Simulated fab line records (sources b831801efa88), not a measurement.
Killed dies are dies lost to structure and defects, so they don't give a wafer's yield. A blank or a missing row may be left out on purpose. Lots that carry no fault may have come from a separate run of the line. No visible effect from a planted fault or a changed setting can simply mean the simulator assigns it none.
fab line records | flow sky130 | part 1 of 2: steps 1 to 28 of 42
[record] lots = 5 | wafers = 15 | last-day = 50
route steps=708 shown VIA2@522 METAL3@532 CAPM@537
lots that met no fault: taken from a fault-free run of the same line
start-h: hours from the record's first day to the start of the lot's first wafer shown | wait-h: hours elapsed since this lot's preceding step | " same as the row above | L1.1+2: one row covering several wafers at once | - value missing, or start not given | * or withheld: withheld | < > ~ a bound
route shown NAME@n: NAME is a module with steps in the file, n the number in the route of the first one | usual: the fault-free wafers' mean and standard deviation | same: alike in all rows | chamber/n: place in a boat | sites: per-site readings | _std_site: standard deviation of those values | _edge_site: mean of outer sites minus mean of inner sites | radius-mm: how far each site lies from the wafer's centre | mask NAME#n: copy n | behind: the last tool/chamber to shape the wafer | hold: reason for holding the lot/hours on hold/outcome of the hold | device: the transistor (n, p or np) that didn't switch | end of line: at the end of the route, the tests of the same wafers | a step given without rows: its recipe and nothing more | killed: at the first sort, the dies lost to defects and structure; wafer yield is something else | map: dies across one wafer; x = killed, . = not, _ = none there
set.NAME: the setting the step ran with; set.NAME@STEP: the setting that earlier step ran with | model.NAME: the simulator's own value behind a step, which no gauge read
lots seen at some steps along the route; tables by step, rows by wafer
services: the hour from which a tool's chamber was out of use, counted from the record's first day as start-h (under 0 if before that day), plus the number of hours and why
[[steps]]
[step SKY_VIA2_ETCH_15]
[recipe] target = SiO2 | chemistry = C4F8/O2/Ar | target-depth-nm = 546 | stop-on = TiN | mask-material = KrF-thick | source-w = 1500 | bias-w = 1200 | pressure-mtorr = 40 | c4f8-flow-sccm = withheld | O2_flow_sccm = 6 | Ar_flow_sccm = 300 | time-s = 84
[usual] oes-product-au = 0.939/0.0043
lot.wafer | tool        | chamber | start-h | wait-h | oes-product-au | rf-hours-counter-h
L076.1    | rie-diel-03 | 0       | 856.06  | 0.0    | 0.933          | 11
L076.2    | "           | 1       | "       | "      | 0.945          | 9
L076.6    | "           | 3       | "       | "      | 0.939          | -
L085.1    | rie-diel-03 | 0       | 924.23  | 0.0    | 0.945          | 14
L085.2    | "           | 1       | "       | "      | 0.937          | 12
L085.4    | "           | 3       | "       | "      | 0.940          | 2
L090.1    | rie-diel-03 | 3       | 969.18  | 0.0    | 0.942          | 3
L090.4    | "           | 3       | "       | "      | 0.943          | -
L090.6    | "           | 1       | "       | "      | 0.939          | -
L094.3    | rie-diel-04 | 2       | 980.66  | 0.0    | 0.928          | 12
L094.4    | "           | 2       | "       | "      | 0.938          | -
L094.5    | "           | 1       | "       | "      | 0.948          | -
L097.2    | rie-diel-04 | 2       | 1004.03 | 0.0    | 0.945          | 13
L097.3    | "           | 3       | "       | "      | 0.939          | 5
L097.4    | "           | 1       | "       | "      | 0.935          | 5
[step SKY_VIA2_STRIP_16]
[recipe] chemistry = O2/N2 | power-w = 1400 | pressure-mtorr = 1500 | platen-temp-c = withheld | o2-flow-sccm = 3000 | n2-flow-sccm = 300 | overash-fraction = 0.5
[usual] drypump-motor-current-A = 6.0/0.38 | o2-flow-sccm = 2998/9 | oes-product-au = 0.399/0.0045 | strip-time-to-endpoint-s = 4.064/0.026
[same] overash-fraction = 0.5
lot.wafer | tool            | chamber | start-h | wait-h | drypump-motor-current-A | o2-flow-sccm | oes-product-au | rf-hours-counter-h | strip-time-to-endpoint-s
L076.1    | plasma-asher-01 | 0       | 856.13  | 0.0    | 6.4                     | 2992         | 0.402          | 11                 | 4.089
L076.2    | "               | 1       | "       | "      | 5.9                     | 3011         | 0.395          | 11                 | 4.075
L076.6    | "               | 0       | "       | "      | 6.4                     | 3007         | 0.393          | -                  | 4.038
L085.1    | plasma-asher-03 | 1       | 924.29  | 0.0    | 6.1                     | 2976         | 0.398          | 48                 | 4.075
L085.2    | "               | 0       | "       | "      | 6.4                     | 2997         | 0.401          | 48                 | 4.059
L085.4    | "               | 1       | "       | "      | 6.1                     | 2980         | 0.400          | -                  | 4.095
L090.1    | plasma-asher-04 | 1       | 969.24  | 0.0    | 5.9                     | 3007         | 0.400          | 111                | 4.105
L090.4    | "               | 1       | "       | "      | 5.9                     | 2996         | 0.402          | -                  | 4.116
L090.6    | "               | 1       | "       | "      | 5.9                     | 3012         | 0.403          | -                  | 4.058
L094.3    | plasma-asher-01 | 1       | 980.76  | 0.1    | 6.0                     | 2994         | 0.390          | -                  | 4.067
L094.4    | "               | 0       | "       | "      | 6.4                     | 2987         | 0.395          | -                  | 4.076
L094.5    | "               | 0       | "       | "      | 6.4                     | 2988         | 0.400          | -                  | 4.077
L097.2    | plasma-asher-03 | 1       | 1004.09 | 0.0    | 6.0                     | 2991         | 0.398          | 56                 | 4.052
L097.3    | "               | 1       | "       | "      | 6.0                     | 2993         | 0.391          | -                  | 4.050
L097.4    | "               | 0       | "       | "      | 6.5                     | 2998         | 0.396          | -                  | 4.074
[step SKY_VIA2_STRIP_17]
[recipe] chemistry = post-etch-residue-remover | time-s = 1200 | temp-c = 72.5
lot.wafer  | tool         | chamber | start-h | wait-h
L076.1+2+6 | wet-bench-02 | 3       | 856.23  | 0.1
L085.1+2+4 | wet-bench-03 | 1       | 924.39  | 0.1
L090.1+4+6 | wet-bench-01 | 3       | 969.34  | 0.1
L094.3+4+5 | wet-bench-01 | 3       | 980.83  | 0.0
L097.2+3+4 | wet-bench-02 | 3       | 1004.19 | 0.1
[step SKY_VIA2_CLEAN_18]
[recipe] chemistry = IPA | time-s = 180 | temp-c = 25
lot.wafer  | tool         | chamber | start-h | wait-h
L076.1+2+6 | wet-bench-01 | 1       | 856.60  | 0.0
L085.1+2+4 | wet-bench-02 | 0       | 924.73  | 0.0
L090.1+4+6 | wet-bench-03 | 3       | 970.03  | 0.0
L094.3+4+5 | wet-bench-03 | 3       | 981.17  | 0.0
L097.2+3+4 | wet-bench-03 | 0       | 1004.56 | 0.0
[step SKY_VIA2_CLEAN_19]
[recipe] chemistry = O3/DIW | dry = n2-spin
lot.wafer  | tool         | chamber | start-h | wait-h
L076.1+2+6 | wet-bench-02 | 3       | 856.66  | 0.0
L085.1+2+4 | wet-bench-03 | 1       | 924.79  | 0.0
L090.1+4+6 | wet-bench-02 | 2       | 970.09  | 0.0
L094.3+4+5 | wet-bench-01 | 3       | 981.23  | 0.0
L097.2+3+4 | wet-bench-01 | 1       | 1004.62 | 0.0
[step SKY_VIA2_SPUTTER_20]
[recipe] material = TiN | target-thk-nm = 20 | chamber-pressure-pa = 5 | power-w = 4000 | time-s = 80
[usual] throttle-valve-pct = 30.6/1.5
lot.wafer | tool           | chamber | start-h | wait-h | throttle-valve-pct
L076.1    | pvd-sputter-01 | -       | 856.76  | 0.0    | 33.2
L076.2    | "              | -       | "       | "      | 29.8
L076.6    | "              | -       | "       | "      | 31.0
L085.1    | pvd-sputter-03 | -       | 924.88  | 0.0    | 27.5
L085.2    | "              | -       | "       | "      | 31.9
L085.4    | "              | -       | "       | "      | 29.6
L090.1    | pvd-sputter-04 | -       | 970.18  | 0.0    | 30.8
L090.4    | "              | -       | "       | "      | 32.3
L090.6    | "              | -       | "       | "      | 31.5
L094.3    | pvd-sputter-04 | -       | 981.32  | 0.0    | 30.6
L094.4    | "              | -       | "       | "      | 31.8
L094.5    | "              | -       | "       | "      | 29.5
L097.2    | pvd-sputter-01 | -       | 1004.72 | 0.0    | 31.2
L097.3    | "              | -       | "       | "      | 30.8
L097.4    | "              | -       | "       | "      | 33.5
[step SKY_VIA2_CVD_21]
[recipe] material = W | target-thk-nm = 420 | time-s = 126.4 | temp-c = 400 | pressure-torr = 40
[usual] heater-power-w = 895/40
lot.wafer | tool     | chamber | start-h | wait-h | heater-power-w
L076.1    | cvd-w-01 | 1       | 856.82  | 0.0    | 920
L076.2    | "        | 0       | "       | "      | 850
L076.6    | "        | 1       | "       | "      | 925
L085.1    | cvd-w-01 | 0       | 924.94  | 0.0    | 858
L085.2    | "        | 1       | "       | "      | 941
L085.4    | "        | 0       | "       | "      | 864
L090.1    | cvd-w-01 | 0       | 970.24  | 0.0    | 846
L090.4    | "        | 1       | "       | "      | 925
L090.6    | "        | 1       | "       | "      | 952
L094.3    | cvd-w-01 | 0       | 981.42  | 0.1    | 837
L094.4    | "        | 1       | "       | "      | 965
L094.5    | "        | 0       | "       | "      | 844
L097.2    | cvd-w-02 | 0       | 1004.78 | 0.0    | 872
L097.3    | "        | 0       | "       | "      | 889
L097.4    | "        | 1       | "       | "      | 892
[step SKY_VIA2_RS_MEAS_22]
[recipe] thk-meas-gauge = four-point-probe | reads = W_of_VIA2_CVD_21+TiN_of_VIA2_SPUTTER_20
[usual] VIA2_W_RS = 0.2749/0.0027
lot.wafer | tool          | chamber | start-h | wait-h | VIA2_W_RS[ohm/sq]
L076.1    | film-metro-03 | -       | 856.95  | 0.1    | 0.2728
L076.2    | "             | -       | "       | "      | 0.2706
L076.6    | "             | -       | "       | "      | 0.2729
L085.1    | film-metro-03 | -       | 925.07  | 0.1    | 0.2728
L085.2    | "             | -       | "       | "      | 0.2758
L085.4    | "             | -       | "       | "      | 0.2744
L090.1    | film-metro-04 | -       | 970.37  | 0.1    | 0.2765
L090.4    | "             | -       | "       | "      | 0.2772
L090.6    | "             | -       | "       | "      | 0.2796
L094.3    | film-metro-03 | -       | 981.55  | 0.1    | 0.2730
L094.4    | "             | -       | "       | "      | 0.2752
L094.5    | "             | -       | "       | "      | 0.2739
L097.2    | film-metro-03 | -       | 1004.93 | 0.1    | 0.2721
L097.3    | "             | -       | "       | "      | 0.2703
L097.4    | "             | -       | "       | "      | 0.2733
[step SKY_VIA2_THK_MEAS_23]
[recipe] thk-meas-gauge = xrf | reads = W_of_VIA2_CVD_21
[usual] VIA2_W_THK = 421/4.9
lot.wafer | tool          | chamber | start-h | wait-h | VIA2_W_THK[nm]
L076.1    | film-metro-03 | -       | 857.07  | 0.1    | 417
L076.2    | "             | -       | "       | "      | 424
L076.6    | "             | -       | "       | "      | 423
L085.1    | film-metro-03 | -       | 925.19  | 0.1    | 422
L085.2    | "             | -       | "       | "      | 417
L085.4    | "             | -       | "       | "      | 422
L090.1    | film-metro-04 | -       | 970.49  | 0.1    | 420
L090.4    | "             | -       | "       | "      | 417
L090.6    | "             | -       | "       | "      | 414
L094.3    | film-metro-03 | -       | 981.65  | 0.1    | 423
L094.4    | "             | -       | "       | "      | 419
L094.5    | "             | -       | "       | "      | 421
L097.2    | film-metro-03 | -       | 1005.04 | 0.1    | 418
L097.3    | "             | -       | "       | "      | 420
L097.4    | "             | -       | "       | "      | 417
[step SKY_VIA2_CMP_24]
[recipe] stop-on = SiO2 | t-overpolish-s = 20 | down-force-psi = 3.5 | platen-rpm = 60 | target-thk-nm = 0 | pad-velocity-m-s = 0.94248
[usual] motor-current-A = 11.7/0.89 | overpolish-run-s = 19.999/0.0095 | platen-rpm = 60.00/0.04 | time-to-endpoint-s = 98/3.4
lot.wafer | tool   | chamber | start-h | wait-h | motor-current-A | overpolish-run-s | platen-rpm | time-to-endpoint-s
L076.1    | cmp-01 | 3       | 857.23  | 0.1    | 11.9            | 20.004           | 60.00      | 102
L076.2    | "      | 0       | "       | "      | 12.0            | 20.002           | 59.99      | 101
L076.6    | "      | 2       | "       | "      | 11.9            | 19.989           | 60.02      | 97
L085.2    | cmp-02 | 1       | 925.48  | 0.3    | 10.3            | 19.994           | 59.89      | 98
L085.1    | "      | 2       | "       | "      | 11.6            | 19.995           | 59.99      | 98
L085.4    | "      | 3       | "       | "      | 12.2            | 20.008           | 59.96      | 101
L090.4    | cmp-01 | 2       | 970.60  | 0.1    | 10.7            | 19.996           | 60.01      | 94
L090.1    | "      | 0       | "       | "      | 12.3            | 19.999           | 59.95      | 97
L090.6    | "      | 2       | "       | "      | 11.8            | 20.020           | 60.05      | 92
L094.4    | cmp-01 | 0       | 981.74  | 0.1    | 11.9            | 19.996           | 60.07      | 97
L094.3    | "      | 1       | "       | "      | 13.5            | 19.986           | 60.02      | 93
L094.5    | "      | 3       | "       | "      | 12.2            | 19.992           | 60.01      | 100
L097.2    | cmp-01 | 2       | 1005.14 | 0.1    | 11.7            | 19.995           | 59.96      | 97
L097.3    | "      | 3       | "       | "      | 12.1            | 20.010           | 60.06      | 98
L097.4    | "      | 0       | "       | "      | 11.9            | 19.992           | 60.01      | 98
[step SKY_METAL3_SPUTTER_00]
[recipe] material = Ti | target-thk-nm = 15 | power-w = 3000 | time-s = 10 | chamber-pressure-pa = 0.4
[usual] throttle-valve-pct = 30.4/1.4
lot.wafer | tool           | chamber | start-h | wait-h | throttle-valve-pct
L076.1    | pvd-sputter-04 | -       | 857.43  | 0.1    | 30.9
L076.2    | "              | -       | "       | "      | 31.5
L076.6    | "              | -       | "       | "      | 29.5
L085.1    | pvd-sputter-04 | -       | 925.78  | 0.2    | 31.9
L085.2    | "              | -       | "       | "      | 29.5
L085.4    | "              | -       | "       | "      | 31.3
L090.1    | pvd-sputter-02 | -       | 970.85  | 0.1    | 30.0
L090.4    | "              | -       | "       | "      | 28.9
L090.6    | "              | -       | "       | "      | 30.2
L094.3    | pvd-sputter-03 | -       | 981.99  | 0.1    | 27.5
L094.4    | "              | -       | "       | "      | 29.8
L094.5    | "              | -       | "       | "      | 31.9
L097.2    | pvd-sputter-04 | -       | 1005.39 | 0.2    | 32.1
L097.3    | "              | -       | "       | "      | 31.0
L097.4    | "              | -       | "       | "      | 30.8
[step SKY_METAL3_SPUTTER_01]
[recipe] material = TiN | target-thk-nm = 20 | power-w = 6500 | time-s = 16.7 | chamber-pressure-pa = 0.4
[usual] throttle-valve-pct = 30.4/1.4
lot.wafer | tool           | chamber | start-h | wait-h | throttle-valve-pct
L076.1    | pvd-sputter-04 | -       | 857.45  | 0.0    | 31.0
L076.2    | "              | -       | "       | "      | 31.3
L076.6    | "              | -       | "       | "      | 29.2
L085.1    | pvd-sputter-04 | -       | 925.80  | 0.0    | 32.0
L085.2    | "              | -       | "       | "      | 29.5
L085.4    | "              | -       | "       | "      | 31.4
L090.1    | pvd-sputter-02 | -       | 970.87  | 0.0    | 30.2
L090.4    | "              | -       | "       | "      | 28.5
L090.6    | "              | -       | "       | "      | 29.7
L094.3    | pvd-sputter-03 | -       | 982.01  | 0.0    | 27.3
L094.4    | "              | -       | "       | "      | 29.6
L094.5    | "              | -       | "       | "      | 31.9
L097.2    | pvd-sputter-04 | -       | 1005.42 | 0.0    | 32.2
L097.3    | "              | -       | "       | "      | 31.0
L097.4    | "              | -       | "       | "      | 30.7
[step SKY_METAL3_SPUTTER_02]
[recipe] material = AlCu | target-thk-nm = 735 | power-w = 10600 | time-s = 39.1 | chamber-pressure-pa = 0.4
[usual] throttle-valve-pct = 30.4/1.4
lot.wafer | tool           | chamber | start-h | wait-h | throttle-valve-pct
L076.1    | pvd-sputter-04 | -       | 857.48  | 0.0    | 30.8
L076.2    | "              | -       | "       | "      | 31.5
L076.6    | "              | -       | "       | "      | 29.4
L085.1    | pvd-sputter-04 | -       | 925.83  | 0.0    | 31.9
L085.2    | "              | -       | "       | "      | 29.3
L085.4    | "              | -       | "       | "      | 31.5
L090.1    | pvd-sputter-02 | -       | 970.90  | 0.0    | 29.7
L090.4    | "              | -       | "       | "      | 28.7
L090.6    | "              | -       | "       | "      | 29.6
L094.3    | pvd-sputter-03 | -       | 982.04  | 0.0    | 27.4
L094.4    | "              | -       | "       | "      | 29.6
L094.5    | "              | -       | "       | "      | 31.9
L097.2    | pvd-sputter-04 | -       | 1005.44 | 0.0    | 32.1
L097.3    | "              | -       | "       | "      | 30.9
L097.4    | "              | -       | "       | "      | 30.8
[step SKY_METAL3_SPUTTER_03]
[recipe] material = Ti | target-thk-nm = 5 | power-w = 3000 | time-s = 3.3 | chamber-pressure-pa = 0.4
[usual] throttle-valve-pct = 30.4/1.4
lot.wafer | tool           | chamber | start-h | wait-h | throttle-valve-pct
L076.1    | pvd-sputter-04 | -       | 857.52  | 0.0    | 30.7
L076.2    | "              | -       | "       | "      | 31.5
L076.6    | "              | -       | "       | "      | 29.8
L085.1    | pvd-sputter-04 | -       | 925.87  | 0.0    | 32.1
L085.2    | "              | -       | "       | "      | 29.2
L085.4    | "              | -       | "       | "      | 31.4
L090.1    | pvd-sputter-02 | -       | 970.94  | 0.0    | 29.9
L090.4    | "              | -       | "       | "      | 28.4
L090.6    | "              | -       | "       | "      | 29.9
L094.3    | pvd-sputter-03 | -       | 982.08  | 0.0    | 27.1
L094.4    | "              | -       | "       | "      | 29.7
L094.5    | "              | -       | "       | "      | 31.7
L097.2    | pvd-sputter-04 | -       | 1005.48 | 0.0    | 32.0
L097.3    | "              | -       | "       | "      | 30.6
L097.4    | "              | -       | "       | "      | 30.5
[step SKY_METAL3_SPUTTER_04]
[recipe] material = TiN | target-thk-nm = 70 | power-w = 6500 | time-s = 58.3 | chamber-pressure-pa = 0.4
[usual] throttle-valve-pct = 30.4/1.4
lot.wafer | tool           | chamber | start-h | wait-h | throttle-valve-pct
L076.1    | pvd-sputter-04 | -       | 857.53  | 0.0    | 30.8
L076.2    | "              | -       | "       | "      | 31.5
L076.6    | "              | -       | "       | "      | 29.7
L085.1    | pvd-sputter-04 | -       | 925.88  | 0.0    | 32.1
L085.2    | "              | -       | "       | "      | 29.4
L085.4    | "              | -       | "       | "      | 31.3
L090.1    | pvd-sputter-02 | -       | 970.96  | 0.0    | 29.7
L090.4    | "              | -       | "       | "      | 28.8
L090.6    | "              | -       | "       | "      | 30.0
L094.3    | pvd-sputter-03 | -       | 982.09  | 0.0    | 27.6
L094.4    | "              | -       | "       | "      | 29.9
L094.5    | "              | -       | "       | "      | 32.1
L097.2    | pvd-sputter-04 | -       | 1005.50 | 0.0    | 32.1
L097.3    | "              | -       | "       | "      | 30.8
L097.4    | "              | -       | "       | "      | 31.1
[step SKY_CAPM_CVD_00]
[recipe] material = SiO2 | target-thk-nm = 15.5 | temp-c = 400 | time-s = withheld | rf-w = 450
[usual] heater-power-w = 653/85
lot.wafer | tool     | chamber | start-h | wait-h | heater-power-w
L076.1    | pecvd-02 | 2       | 857.58  | 0.0    | 695
L076.2    | "        | 1       | "       | "      | 720
L076.6    | "        | 0       | "       | "      | 658
L085.1    | pecvd-01 | 0       | 925.93  | 0.0    | 667
L085.2    | "        | 1       | "       | "      | 701
L085.4    | "        | 2       | "       | "      | 575
L090.1    | pecvd-03 | 0       | 971.01  | 0.0    | 490
L090.4    | "        | 2       | "       | "      | 717
L090.6    | "        | 0       | "       | "      | 483
L094.3    | pecvd-03 | 2       | 982.15  | 0.0    | 712
L094.4    | "        | 0       | "       | "      | 479
L094.5    | "        | 0       | "       | "      | 484
L097.2    | pecvd-02 | 1       | 1005.55 | 0.0    | 695
L097.3    | "        | 2       | "       | "      | 730
L097.4    | "        | 2       | "       | "      | 742
[step SKY_CAPM_THK_MEAS_01]
[recipe] reads = SiO2_of_CAPM_CVD_00
[usual] CAPM_CVD_00_THK = 15.45/0.29
lot.wafer | tool          | chamber | start-h | wait-h | CAPM_CVD_00_THK[nm]
L076.1    | film-metro-03 | -       | 857.60  | -      | 15.42
L076.2    | "             | -       | "       | "      | 15.38
L076.6    | "             | -       | "       | "      | 15.46
L085.1    | film-metro-04 | -       | 925.95  | -      | 15.93
L085.2    | "             | -       | "       | "      | 15.78
L085.4    | "             | -       | "       | "      | 16.07
L090.1    | film-metro-02 | -       | 971.03  | -      | 15.33
L090.4    | "             | -       | "       | "      | 15.27
L090.6    | "             | -       | "       | "      | 15.67
L094.3    | film-metro-04 | -       | 982.20  | -      | 15.51
L094.4    | "             | -       | "       | "      | 15.70
L094.5    | "             | -       | "       | "      | 15.69
L097.2    | film-metro-04 | -       | 1005.58 | -      | 15.17
L097.3    | "             | -       | "       | "      | 14.98
L097.4    | "             | -       | "       | "      | 15.32
[step SKY_CAPM_SPUTTER_02]
[recipe] material = TiN | target-thk-nm = 200 | temp-c = 300 | power-w = 6500 | time-s = 166.7 | chamber-pressure-pa = 0.4
[usual] throttle-valve-pct = 30.8/1.3
lot.wafer | tool           | chamber | start-h | wait-h | throttle-valve-pct
L076.1    | pvd-sputter-01 | -       | 857.66  | 0.1    | 31.0
L076.2    | "              | -       | "       | "      | 29.9
L076.6    | "              | -       | "       | "      | 31.0
L085.1    | pvd-sputter-02 | -       | 926.01  | 0.1    | 30.0
L085.2    | "              | -       | "       | "      | 30.9
L085.4    | "              | -       | "       | "      | 30.1
L090.1    | pvd-sputter-01 | -       | 971.09  | 0.1    | 31.1
L090.4    | "              | -       | "       | "      | 30.9
L090.6    | "              | -       | "       | "      | 31.0
L094.3    | pvd-sputter-01 | -       | 982.24  | 0.0    | 31.1
L094.4    | "              | -       | "       | "      | 30.8
L094.5    | "              | -       | "       | "      | 29.9
L097.2    | pvd-sputter-01 | -       | 1005.63 | 0.0    | 31.0
L097.3    | "              | -       | "       | "      | 30.9
L097.4    | "              | -       | "       | "      | 29.7
[step SKY_CAPM_RS_MEAS_03]
[recipe] thk-meas-gauge = four-point-probe | reads = TiN_of_CAPM_SPUTTER_02
[usual] CAPM_TIN_RS = 6.90/0.076
lot.wafer | tool          | chamber | start-h | wait-h | CAPM_TIN_RS[ohm/sq]
L076.1    | film-metro-02 | -       | 857.77  | 0.1    | 6.90
L076.2    | "             | -       | "       | "      | 6.95
L076.6    | "             | -       | "       | "      | 6.92
L085.1    | film-metro-03 | -       | 926.12  | 0.1    | 6.82
L085.2    | "             | -       | "       | "      | 6.80
L085.4    | "             | -       | "       | "      | 6.82
L090.1    | film-metro-04 | -       | 971.20  | 0.1    | 6.86
L090.4    | "             | -       | "       | "      | 6.92
L090.6    | "             | -       | "       | "      | 6.87
L094.3    | film-metro-02 | -       | 982.39  | 0.1    | 7.03
L094.4    | "             | -       | "       | "      | 7.05
L094.5    | "             | -       | "       | "      | 6.97
L097.2    | film-metro-03 | -       | 1005.76 | 0.1    | 6.94
L097.3    | "             | -       | "       | "      | 6.97
L097.4    | "             | -       | "       | "      | 6.95
[step SKY_CAPM_THK_MEAS_04]
[recipe] thk-meas-gauge = xrf | reads = TiN_of_CAPM_SPUTTER_02
[usual] CAPM_TIN_THK = 194.6/2.3
lot.wafer | tool          | chamber | start-h | wait-h | CAPM_TIN_THK[nm]
L076.1    | film-metro-02 | -       | 857.89  | 0.1    | 193.7
L076.2    | "             | -       | "       | "      | 191.3
L076.6    | "             | -       | "       | "      | 192.3
L085.1    | film-metro-03 | -       | 926.24  | 0.1    | 196.5
L085.2    | "             | -       | "       | "      | 196.9
L085.4    | "             | -       | "       | "      | 196.9
L090.1    | film-metro-04 | -       | 971.32  | 0.1    | 196.6
L090.4    | "             | -       | "       | "      | 194.3
L090.6    | "             | -       | "       | "      | 196.4
L094.3    | film-metro-02 | -       | 982.49  | 0.1    | 190.2
L094.4    | "             | -       | "       | "      | 189.3
L094.5    | "             | -       | "       | "      | 191.5
L097.2    | film-metro-03 | -       | 1005.87 | 0.1    | 194.9
L097.3    | "             | -       | "       | "      | 194.4
L097.4    | "             | -       | "       | "      | 194.9
[step SKY_CAPM_DEHYDRATE_05]
[recipe] temp-c = 200 | time-s = 60
lot.wafer  | tool           | chamber | start-h | wait-h
L076.1+2+6 | litho-track-02 | 0       | 870.02  | 12.1
L085.1+2+4 | litho-track-04 | 0       | 937.96  | 11.7
L090.1+4+6 | litho-track-02 | 0       | 982.32  | 11.0
L094.3+4+5 | litho-track-01 | 0       | 992.96  | 10.5
L097.2+3+4 | litho-track-02 | 0       | 1016.60 | 10.7
[step SKY_CAPM_HMDS_06]
[recipe] prime-time-s = 60 | prime-temp-c = 120
lot.wafer  | tool           | chamber | start-h | wait-h
L076.1+2+6 | litho-track-02 | 0       | 870.17  | 0.1
L085.1+2+4 | litho-track-04 | 0       | 938.11  | 0.1
L090.1+4+6 | litho-track-02 | 0       | 982.47  | 0.1
L094.3+4+5 | litho-track-01 | 0       | 993.11  | 0.1
L097.2+3+4 | litho-track-02 | 0       | 1016.75 | 0.1
[step SKY_CAPM_COAT_07]
[recipe] resist = NOVOLAK | spin-rpm = 3000 | resist-thk-nm = 1140
lot.wafer  | tool           | chamber | start-h | wait-h
L076.1+2+6 | litho-track-02 | 0       | 870.32  | 0.1
L085.1+2+4 | litho-track-04 | 0       | 938.26  | 0.1
L090.1+4+6 | litho-track-02 | 0       | 982.62  | 0.1
L094.3+4+5 | litho-track-01 | 0       | 993.26  | 0.1
L097.2+3+4 | litho-track-02 | 0       | 1016.90 | 0.1
[step SKY_CAPM_SOFTBAKE_08]
[recipe] temp-c = 90 | time-s = 60 | resist = NOVOLAK
lot.wafer  | tool           | chamber | start-h | wait-h
L076.1+2+6 | litho-track-02 | 0       | 870.47  | 0.1
L085.1+2+4 | litho-track-04 | 0       | 938.41  | 0.1
L090.1+4+6 | litho-track-02 | 0       | 982.77  | 0.1
L094.3+4+5 | litho-track-01 | 0       | 993.41  | 0.1
L097.2+3+4 | litho-track-02 | 0       | 1017.05 | 0.1
[step SKY_CAPM_EXPOSE_09]
[recipe] mask-id = CAPM | na = 0.6 | source-shape = conventional | sigma-outer = 0.6 | polarization = unpolarized | target-cd-nm = 1000 | dose-mj = 159
lot.wafer  | tool             | chamber | start-h | wait-h | mask
L076.1+2+6 | iline-stepper-01 | 0       | -       | -      | CAPM#0
L085.1+2+4 | iline-stepper-02 | 0       | -       | -      | CAPM#0
L090.1+4+6 | iline-stepper-01 | 0       | -       | -      | CAPM#0
L094.3+4+5 | iline-stepper-01 | 0       | -       | -      | CAPM#0
L097.2+3+4 | iline-stepper-02 | 0       | -       | -      | CAPM#0
[step SKY_CAPM_PEB_10]
[recipe] temp-c = withheld | time-s = * | resist = NOVOLAK
lot.wafer  | tool           | chamber | start-h | wait-h
L076.1+2+6 | litho-track-02 | 0       | -       | -
L085.1+2+4 | litho-track-02 | 0       | -       | -
L090.1+4+6 | litho-track-01 | 0       | -       | -
L094.3+4+5 | litho-track-01 | 0       | -       | -
L097.2+3+4 | litho-track-01 | 0       | -       | -
[step SKY_CAPM_DEVELOP_11]
[recipe] resist = NOVOLAK | developer = TMAH | develop-time-s = 60 | dev-temp-c = 23
[usual] developer-temp-C = 23.00/0.11
lot.wafer | tool           | chamber | start-h | wait-h | developer-temp-C
L076.1    | litho-track-02 | 0       | 882.77  | 0.1    | 22.78
L076.2    | "              | 0       | "       | "      | 23.07
L076.6    | "              | 0       | "       | "      | 23.00
L085.1    | litho-track-02 | 0       | 950.22  | 0.1    | 23.21
L085.2    | "              | 0       | "       | "      | 23.10
L085.4    | "              | 0       | "       | "      | 23.05
L090.1    | litho-track-01 | 0       | 993.66  | 0.1    | 23.11
L090.4    | "              | 0       | "       | "      | 23.15
L090.6    | "              | 0       | "       | "      | 23.07
L094.3    | litho-track-01 | 0       | 1005.01 | 0.1    | 22.96
L094.4    | "              | 0       | "       | "      | 22.93
L094.5    | "              | 0       | "       | "      | 23.06
L097.2    | litho-track-01 | 0       | 1029.09 | 0.1    | 22.99
L097.3    | "              | 0       | "       | "      | 22.81
L097.4    | "              | 0       | "       | "      | 22.94
[step SKY_CAPM_OVL_MEAS_12]
[usual] CAPM_OVL = 0.2/1.1
lot.wafer | tool       | chamber | start-h | wait-h | CAPM_OVL[nm]
L076.1    | overlay-01 | -       | 882.92  | 0.1    | 0.5
L076.2    | "          | -       | "       | "      | -1.0
L076.6    | "          | -       | "       | "      | -0.2
L085.1    | overlay-01 | -       | 950.37  | 0.1    | 1.7
L085.2    | "          | -       | "       | "      | 0.3
L085.4    | "          | -       | "       | "      | -0.3
L090.1    | overlay-01 | -       | 993.81  | 0.1    | 0.8
L090.4    | "          | -       | "       | "      | 2.9
L090.6    | "          | -       | "       | "      | 1.5
L094.3    | overlay-02 | -       | 1005.12 | 0.1    | 0.7
L094.4    | "          | -       | "       | "      | 2.3
L094.5    | "          | -       | "       | "      | 1.7
L097.2    | overlay-02 | -       | 1029.24 | 0.1    | 1.6
L097.3    | "          | -       | "       | "      | -0.6
L097.4    | "          | -       | "       | "      | 0.2
